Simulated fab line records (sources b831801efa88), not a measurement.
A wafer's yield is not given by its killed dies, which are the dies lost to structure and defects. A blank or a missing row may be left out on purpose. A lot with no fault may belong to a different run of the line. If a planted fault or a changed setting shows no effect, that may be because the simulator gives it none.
Struck lot and sound lot, side by side | flow sfq-line | 13 steps out of a route of 325
Sound: the wafers L535.3, L535.4, L535.6. Struck: wafers L546.1, L546.2, L546.4. The cause is given at the end.
Per side, at each step with rows, come the tool, then ch with its chambers, and then its first start. Under that, the readings that differ: sound wafers | struck wafers | difference of the means | sigmas: that difference in standard deviations of wafers without a fault.
alike: readings with means less than 2 such deviations apart, plus words and numbers identical on both sides. not compared: withheld readings, readings lacking a value on some wafer, bounds such as >300 that could conceal the same value, and numbers that have no deviation in the record and whose values overlap.
Wherever a step has rows on one side only, a row that says differs or no value, or a row with sigmas, the two part there. When numbers do not overlap yet have no deviation, they are printed without sigmas and do not part them. Lack of a reading on every wafer of one side parts them only where that side has two or more wafers.

SFQ_TRILAYER_I2_VIA_BARC_OPEN_VIA_ETCH_096: etches BARC in O2, target depth 125 nm, time 41.7 s.
  sound on rie-diel-03 ch 1,3, day 43 23:45; struck on rie-diel-02 ch 0,2,3, day 46 13:02
  alike: drypump-motor-current-A, oes-product-au
  not compared: rf-hours-counter-h
SFQ_TRILAYER_I2_VIA_ETCH_VIA_ETCH_070: etches SiO2 in CHF3, stops on Nb, target depth 260 nm.
  sound on rie-diel-03 ch 1,3, day 43 23:47; struck on rie-diel-02 ch 0,2,3, day 46 13:04
  alike: drypump-motor-current-A, oes-product-au
SFQ_TRILAYER_I2_VIA_STRIP_STRIP_071: strips in O2.
  sound on rie-metal-04 ch 0,1, day 44 00:10; struck on rie-metal-02 ch 0,1, day 46 13:11
  alike: drypump-motor-current-A, oes-product-au, platen-temp-c
  not compared: rf-hours-counter-h
then, 2 steps without rows for these wafers: SFQ_TRILAYER_I2_VIA_STRIP_SOLV_CLEAN_072 (cleans in NMP, time 600 s); SFQ_TRILAYER_M3_DEP_PRE_CLEAN_074 (time 22.5 s).
SFQ_TRILAYER_M3_DEP_SPUTTER_073: material Nb, target thk 200 nm, time 133.3 s.
  sound on pvd-sputter-06, day 44 00:55; struck on pvd-sputter-04, day 46 13:59
  alike: throttle-valve-pct
SFQ_M3_RS_MEAS_919: the measuring method here is four-point-probe.
  sound on film-metro-01, day 44 01:02; struck on film-metro-01, day 46 14:05
  alike: M3_NB_RS
then, 4 steps without rows for these wafers: SFQ_TRILAYER_M3_LITHO_COAT_080 (resist thk 62 nm); SFQ_TRILAYER_M3_LITHO_COAT_075 (resist thk 600 nm); SFQ_TRILAYER_M3_LITHO_SOFTBAKE_079; SFQ_TRILAYER_M3_LITHO_EXPOSE_076 (exposes mask M3, target cd 500 nm).
-- the record jumps here: 5 days lie between the struck wafers' starts before and after --
SFQ_TRILAYER_M3_LITHO_PEB_078: peb time 60 s.
  struck on litho-track-02, day 52 00:05; sound on litho-track-02 ch 0, day 44 03:11
  no value came back on the struck wafers for chill-plate-temp-C (C), exhaust-pa (Pa); on the sound wafers chill-plate-temp-C (C) reads 22.97 22.94 22.92
then, 1 step without rows for these wafers: SFQ_TRILAYER_M3_LITHO_DEVELOP_077 (time 60 s).

== WHERE THEY PART ==
Only at SFQ_TRILAYER_M3_LITHO_PEB_078, as far as this record shows.

WHY: what had been put in by the simulator
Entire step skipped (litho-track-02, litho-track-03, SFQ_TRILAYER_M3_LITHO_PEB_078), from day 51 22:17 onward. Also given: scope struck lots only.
